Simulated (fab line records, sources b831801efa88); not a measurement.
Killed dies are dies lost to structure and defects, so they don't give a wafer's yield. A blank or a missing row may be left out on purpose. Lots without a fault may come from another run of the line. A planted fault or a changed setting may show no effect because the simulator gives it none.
A struck lot beside a sound one | flow sky130 | 15 steps out of a route of 708
Sound: wafers L200.2, L200.3, L200.4. Struck: wafers L206.1, L206.2, L206.3. The cause comes at the end.
At each step with rows: each side's tool, then ch and its chambers, then its first start. Under that, the readings that differ: sound wafers | struck wafers | difference of the means | sigmas: that difference in standard deviations of wafers without a fault.
alike: readings whose means differ by less than 2 such deviations, and words and numbers that are the same on both sides. not compared: withheld readings, readings that some wafer has no value for, bounds like >300 that may hide the same value, and numbers for which the record gives no deviation and whose values overlap.
The two part at a step that has a row with sigmas, a row that says differs or no value, or rows on one side only. Numbers that don't overlap but have no deviation are shown without sigmas and don't part them. A reading that every wafer of one side lacks parts them only if that side has two wafers or more.

first, 5 steps without rows for these wafers: SKY_SD_N_COAT_02 (resist thk 1140 nm); SKY_SD_N_SOFTBAKE_03 (time 60 s); SKY_SD_N_EXPOSE_04 (exposes mask NSDM, target cd 380 nm); SKY_SD_N_PEB_05; SKY_SD_N_DEVELOP_06 (develop time 60 s).
SKY_SD_N_CD_MEAS_07: target cd 380 nm.
  sound on cd_sem-01, day 30 13:16; struck on cd_sem-01, day 32 09:13
  alike: cd_nm
SKY_SD_N_OVL_MEAS_08:
  sound on overlay-02, day 30 13:22; struck on overlay-02, day 32 09:20
  alike: SD_N_OVL
then, 2 steps without rows for these wafers: SKY_SD_N_IMPLANT_09; SKY_SD_N_IMPLANT_10.
SKY_SD_N_STRIP_11: strips in O2/N2.
  sound on plasma_asher-01 ch 0,1, day 30 13:41; struck on plasma_asher-01 ch 0,1, day 32 09:41
  reading                      | sound             | struck            | difference | sigmas
  strip_time_to_endpoint_s (s) | 22.54 22.54 22.48 | 22.68 22.65 22.68 | +0.15      | +3
  alike: drypump_motor_current_A, oes_product_au
  not compared: rf_hours_counter_h
SKY_SD_N_TW_MEAS_12:
  sound on film_metro-01, day 30 13:48; struck on film_metro-02, day 32 09:47
  alike: SD_N_TW
then, 1 step without rows for these wafers: SKY_SD_N_CLEAN_13 (cleans in SC1/SC2, time 150 s).
SKY_SD_N_RTA_14: time 2 s.
  sound on rtp_anneal-01 ch 0, day 30 13:55; struck on rtp_anneal-01 ch 0, day 32 09:53
  alike: lamp_power_pct, wafer_temp_C_max
SKY_SD_N_RS_MEAS_16: measures by four-point-probe.
  sound on film_metro-02, day 30 14:06; struck on film_metro-03, day 32 10:26
  reading          | sound             | struck            | difference | sigmas
  SD_N_RS (ohm/sq) | 68.37 68.54 68.56 | 52.66 52.64 52.71 | -15.82     | -99 or more
  not compared: hold
then, 1 step without rows for these wafers: SKY_PAD_OPEN_PROBE_99.

WHERE THEY PART
First at SKY_SD_N_STRIP_11; last, within this record, at SKY_SD_N_RS_MEAS_16.

WHY: what the simulator had put in
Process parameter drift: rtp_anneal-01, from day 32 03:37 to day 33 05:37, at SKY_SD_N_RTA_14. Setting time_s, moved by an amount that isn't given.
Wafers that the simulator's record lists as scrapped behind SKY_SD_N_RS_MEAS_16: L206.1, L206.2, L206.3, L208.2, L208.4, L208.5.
